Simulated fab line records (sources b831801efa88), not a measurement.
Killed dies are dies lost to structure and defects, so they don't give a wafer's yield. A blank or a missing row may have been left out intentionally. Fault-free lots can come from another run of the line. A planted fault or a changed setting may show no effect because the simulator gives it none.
fab line records | flow sky130
record: lots: 13 wafers: 39 last_day: 50
route steps=708 shown VT_ADJUST_HVTP@94 LDD_HVN@277 LI_CONTACT@384 PAD_OPEN@708
lots that met no fault: taken from a fault-free run of the same line
start_h: hours from the record's first day to the start of the lot's first wafer shown | wait_h: time in hours since the lot's previous step | " the same as in the row above | L1.1+2: a row that stands for several wafers | - no value, or no start given | * or withheld: withheld | < > ~ a bound
route shown NAME@n: names a module that has steps shown in the file, with the first one's number in the route | usual: average and standard deviation across the fault-free wafers | same: alike in all rows | chamber/n: place in a boat | sites: per-site readings | _std_site: how widely they spread, as a standard deviation | _edge_site: mean of outer sites minus mean of inner sites | radius_mm: for every site, how far away it sits from the centre of the wafer | mask NAME#n: copy n | behind: the tool/chamber that last shaped the wafer | hold: cause of the lot's hold/its duration in hours/its outcome | device: names the non-switching transistor (n, p or np) | end of line: the tests these same wafers got at the end of their route | where a step has no rows: the recipe by itself | killed: the dies lost at the first sort to structure and to defects; this is not the yield of the wafer | map: per-die view of a wafer (x killed, . not killed, _ where there is no die)
set.NAME: setting as actually run; set.NAME@STEP: the setting as run at that earlier step | model.NAME: the simulator's own value behind a step, which no gauge read
the route's steps for a sample of lots (tables are steps, rows are wafers)
services: from which hour (start_h, from the record's first day; less than 0 if before it) a tool's chamber was out of use, for how many hours, and why
== steps ==
step: SKY_VT_ADJUST_HVTP_IMPLANT_09
recipe: species: As energy_kev: 150 dose_cm2: 4.3e+12 tilt_deg: withheld
usual: beam_energy_keV: 149.99/0.051
columns lot.wafer tool chamber start_h wait_h beam_energy_keV
L944.1 implanter-01 0 140.16 0.0 149.98
L944.2 " 0 " " 150.06
L944.4 " 0 " " 149.94
L945.2 implanter-04 0 146.20 0.0 149.97
L945.3 " 0 " " 150.04
L945.6 " 0 " " 150.00
L946.2 implanter-04 0 150.40 0.0 150.03
L946.3 " 0 " " 150.03
L946.6 " 0 " " 150.03
L947.1 implanter-03 0 155.61 0.0 150.08
L947.3 " 0 " " 150.04
L947.4 " 0 " " 150.03
L949.1 implanter-01 0 173.81 0.0 150.01
L949.2 " 0 " " 149.92
L949.3 " 0 " " 149.89
L951.1 implanter-01 0 197.08 0.0 149.93
L951.3 " 0 " " 149.96
L951.6 " 0 " " 150.01
L953.3 implanter-01 0 204.78 0.1 160.04
L953.4 " 0 " " 159.99
L953.6 " 0 " " 160.05
L955.2 implanter-03 0 210.40 0.0 149.96
L955.4 " 0 " " 150.06
L955.5 " 0 " " 149.95
L959.1 implanter-01 0 234.68 0.0 159.99
L959.3 " 0 " " 160.00
L959.5 " 0 " " 160.00
L960.1 implanter-04 0 242.33 0.0 150.01
L960.2 " 0 " " 149.98
L960.6 " 0 " " 149.90
L961.4 implanter-04 0 250.30 0.1 149.99
L961.5 " 0 " " 150.02
L961.6 " 0 " " 149.96
L962.3 implanter-04 0 255.28 0.1 150.08
L962.4 " 0 " " 150.00
L962.5 " 0 " " 150.03
L964.4 implanter-04 0 266.43 0.1 149.97
L964.5 " 0 " " 149.98
L964.6 " 0 " " 149.99
step: SKY_LDD_HVN_TW_MEAS_10
usual: LDD_HVN_TW: 1423/9.3
columns lot.wafer tool chamber start_h wait_h LDD_HVN_TW
L944.1 film_metro-03 - 489.05 0.1 1425
L944.2 " - " " 1432
L944.4 " - " " 1425
L945.2 film_metro-03 - 508.72 0.1 1418
L945.3 " - " " 1428
L945.6 " - " " 1426
L946.2 film_metro-03 - 509.42 0.1 1430
L946.3 " - " " 1429
L946.6 " - " " 1426
L947.1 film_metro-04 - 524.23 0.1 1411
L947.3 " - " " 1403
L947.4 " - " " 1409
L949.1 film_metro-04 - 544.71 0.1 1417
L949.2 " - " " 1412
L949.3 " - " " 1414
L951.1 film_metro-04 - 574.13 0.1 1416
L951.3 " - " " 1411
L951.6 " - " " 1411
L953.3 film_metro-03 - 585.52 0.1 1425
L953.4 " - " " 1419
L953.6 " - " " 1425
L955.2 film_metro-02 - 595.77 0.1 1433
L955.4 " - " " 1436
L955.5 " - " " 1441
L959.1 film_metro-02 - 624.56 0.1 1424
L959.3 " - " " 1432
L959.5 " - " " 1427
L960.1 film_metro-03 - 631.86 0.1 1419
L960.2 " - " " 1421
L960.6 " - " " 1427
L961.4 film_metro-03 - 635.98 0.1 1422
L961.5 " - " " 1417
L961.6 " - " " 1414
L962.3 film_metro-04 - 660.45 0.1 1407
L962.4 " - " " 1407
L962.5 " - " " 1413
L964.4 film_metro-03 - 660.59 0.1 1424
L964.5 " - " " 1423
L964.6 " - " " 1417
step: SKY_LI_CONTACT_RS_MEAS_22
recipe: thk_meas_gauge: four-point-probe reads: W_of_LI_CONTACT_CVD_21+TiN_of_LI_CONTACT_SPUTTER_20+Ti_of_LI_CONTACT_SPUTTER_19
usual: LI_CONTACT_W_RS: 0.286/0.0032
columns lot.wafer tool chamber start_h wait_h LI_CONTACT_W_RS[ohm/sq]
L944.1 film_metro-03 - 703.26 0.1 0.287
L944.2 " - " " 0.284
L944.4 " - " " 0.288
L945.2 film_metro-04 - 721.20 0.1 0.286
L945.3 " - " " 0.285
L945.6 " - " " 0.287
L946.2 film_metro-02 - 721.55 0.1 0.279
L946.3 " - " " 0.284
L946.6 " - " " 0.283
L947.1 film_metro-03 - 733.28 0.1 0.283
L947.3 " - " " 0.284
L947.4 " - " " 0.284
L949.1 film_metro-03 - 752.41 0.1 0.286
L949.2 " - " " 0.287
L949.3 " - " " 0.289
L951.1 film_metro-02 - 778.79 0.1 0.291
L951.3 " - " " 0.287
L951.6 " - " " 0.292
L953.3 film_metro-03 - 788.87 0.1 0.283
L953.4 " - " " 0.281
L953.6 " - " " 0.281
L955.2 film_metro-02 - 799.57 0.1 0.290
L955.4 " - " " 0.283
L955.5 " - " " 0.288
L959.1 film_metro-04 - 823.66 0.1 0.292
L959.3 " - " " 0.299
L959.5 " - " " 0.293
L960.1 film_metro-03 - 829.36 0.1 0.286
L960.2 " - " " 0.282
L960.6 " - " " 0.282
L961.4 film_metro-04 - 835.54 0.1 0.283
L961.5 " - " " 0.283
L961.6 " - " " 0.288
L962.3 film_metro-02 - 859.04 0.1 0.286
L962.4 " - " " 0.280
L962.5 " - " " 0.282
L964.4 film_metro-03 - 863.63 0.1 0.290
L964.5 " - " " 0.281
L964.6 " - " " 0.287
step: SKY_LI_CONTACT_CMP_24
recipe: stop_on: PSG t_overpolish_s: 20 down_force_psi: 3.5 platen_rpm: 60 target_thk_nm: 0 pad_velocity_m_s: 0.94248
usual: motor_current_A: 11.0/0.92 overpolish_run_s: 20.001/0.0096 slurry_filter_dp_kPa: 13.49/0.13 time_to_endpoint_s: 95/4
columns lot.wafer tool chamber start_h wait_h motor_current_A overpolish_run_s slurry_filter_dp_kPa time_to_endpoint_s
L944.4 cmp-02 3 703.49 0.1 10.5 19.996 13.37 95
L944.2 " 0 " " 9.8 20.021 13.46 95
L944.1 " 1 " " 11.1 20.002 13.47 99
L945.3 cmp-01 0 721.41 0.1 12.4 19.996 13.48 98
L945.2 " 1 " " 10.6 20.014 13.50 97
L945.6 " 3 " " 11.0 19.988 13.55 95
L946.2 cmp-02 1 721.76 0.1 12.0 20.017 13.49 100
L946.3 " 3 " " 11.4 20.026 13.50 99
L946.6 " 0 " " 9.8 20.009 13.53 101
L947.4 cmp-02 1 733.46 0.0 11.2 20.003 13.73 105
L947.1 " 3 " " 11.2 20.005 13.48 101
L947.3 " 0 " " 9.5 19.994 13.69 99
L949.1 cmp-01 3 752.64 0.1 11.3 19.996 13.57 97
L949.2 " 0 " " 12.7 20.008 13.45 97
L949.3 " 1 " " 10.5 19.986 13.64 100
L951.1 cmp-02 3 779.07 0.1 10.9 19.989 13.39 94
L951.3 " 0 " " 10.0 20.013 13.39 93
L951.6 " 1 " " 11.6 20.003 13.56 97
L953.3 cmp-02 3 789.01 0.0 10.1 20.016 13.91 101
L953.4 " 0 " " 10.0 19.996 13.38 96
L953.6 " 0 " " 9.6 19.988 13.50 98
L955.4 cmp-01 1 799.83 0.1 9.9 20.014 13.66 96
L955.2 " 2 " " 12.1 20.004 13.32 91
L955.5 " 0 " " 12.4 20.000 13.17 95
L959.3 cmp-01 0 823.84 0.0 12.5 20.001 13.74 92
L959.1 " 2 " " 11.8 19.997 13.37 89
L959.5 " 0 " " 12.7 19.985 13.49 96
L960.1 cmp-02 2 829.59 0.1 10.5 19.992 13.47 85
L960.2 " 0 " " 9.3 20.005 13.48 89
L960.6 " 1 " " 11.5 19.995 13.62 93
L961.4 cmp-02 3 835.71 0.1 10.8 20.003 13.60 96
L961.6 " 2 " " 10.5 20.003 13.38 87
L961.5 " 3 " " 10.6 20.003 13.56 94
L962.3 cmp-02 2 859.23 0.1 10.5 20.002 13.22 92
L962.4 " 3 " " 10.5 19.994 13.28 98
L962.5 " 1 " " 11.7 19.999 13.60 99
L964.4 cmp-02 2 863.75 0.0 10.5 20.017 13.43 84
L964.6 " 2 " " 10.6 19.995 13.61 88
L964.5 " 3 " " 10.4 20.001 13.40 99
step: SKY_PAD_OPEN_PROBE_99
usual: killed_at_M0_to_M3: 46/6.7 killed_at_M4_up: 3.3/2 killed_at_contacts: 24/5.4 killed_at_front_end: 15/4.3 killed_at_other: 0.4/0.64 killed_dies: 89/9.1 killed_open: 48/7.2 killed_short: 40/6.3
same: gross_dies: 492 killed_at_back_side: 0
columns lot.wafer tool chamber start_h wait_h killed_at_M0_to_M3 killed_at_M4_up killed_at_contacts killed_at_front_end killed_at_other killed_dies killed_open killed_short
L959.1 prober-02 - 1184.24 0.1 51 3 20 6 2 82 49 33
L959.3 prober-02 - 1184.34 0.2 50 0 22 16 2 90 46 43
L959.5 prober-02 - 1184.44 0.2 46 3 12 17 2 80 39 39
killed by level:class
L959.1 VIA3:geometric_particle:open=11 VIA1:geometric_particle:open=10 LI_CONTACT:geometric_particle:open=7 VIA2:geometric_particle:open=6 CONTACT:geometric_particle:open=5 VIA1:geometric_particle:short=5 CONTACT:geometric_particle:short=4 METAL1:geometric_particle:open=4
L959.3 VIA1:geometric_particle:short=10 CONTACT:geometric_particle:open=10 VIA3:geometric_particle:open=10 VIA1:geometric_particle:open=7 METAL2:geometric_particle:short=6 FIELD_ISO:geometric_particle:open=4 FIELD_ISO:geometric_particle:short=4 METAL1:geometric_particle:short=4
L959.5 VIA1:geometric_particle:open=9 FIELD_ISO:geometric_particle:short=7 LI_CONTACT:geometric_particle:open=7 METAL1:geometric_particle:short=6 VIA2:geometric_particle:open=6 VIA3:geometric_particle:open=5 VIA1:geometric_particle:short=5 VIA2:geometric_particle:short=4
== services ==
columns tool chamber start_h hours kind
cmp-02 - 135.52 3.7 repair
implanter-04 - 176.91 0.6 repair
implanter-04 - 188.94 11.1 repair
implanter-04 - 236.28 3.2 pm
cmp-02 - 244.74 6.7 pm
cmp-02 - 289.32 1.6 repair
cmp-02 - 314.90 1.5 repair
cmp-02 - 317.68 1.9 repair
cmp-02 - 357.64 1.2 repair
cmp-02 - 378.04 5.2 pm
cmp-02 - 402.37 1.7 repair
cmp-02 - 404.08 4.0 pm
cmp-02 - 438.79 3.1 repair
cmp-02 - 495.75 2.5 repair
cmp-02 - 506.69 2.9 repair
cmp-02 - 527.54 1.2 repair
cmp-02 - 555.13 1.7 repair
cmp-02 - 566.61 12.5 pm
cmp-02 - 582.37 0.8 repair
cmp-02 - 586.25 1.5 repair
cmp-02 - 715.18 0.3 repair
cmp-02 - 744.08 4.0 pm
cmp-02 - 748.08 4.9 pm
cmp-02 - 814.68 1.3 repair
== key ==
first_sign: step: SKY_VT_ADJUST_HVTP_IMPLANT_09 reading: beam_energy_keV direction: up sigmas: 99+ usual: * struck: *
effect none on later readings
met_at SKY_VT_ADJUST_HVTP_IMPLANT_09
struck_lots L953,L959
tester_left_out L953,L959
not_acting_at SKY_LDD_HVN_TW_MEAS_10,SKY_LI_CONTACT_RS_MEAS_22,SKY_LI_CONTACT_CMP_24
onset_between 197.08 204.78
fault: kind: process_parameter_drift tool: implanter-01 chamber: - onset_h: 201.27 steps: SKY_VT_ADJUST_HVTP_IMPLANT_09 channel: energy_kev offset: * shape: step end_h: 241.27 acts_in: * stated: *
tester_left_out: of these lots the tester's yield and bins aren't shown, on N5 and GAA mostly nor the transistor test; their killed dies are dies lost to structure and defects alone, not to doping, threshold or leakage, so they don't give the yield
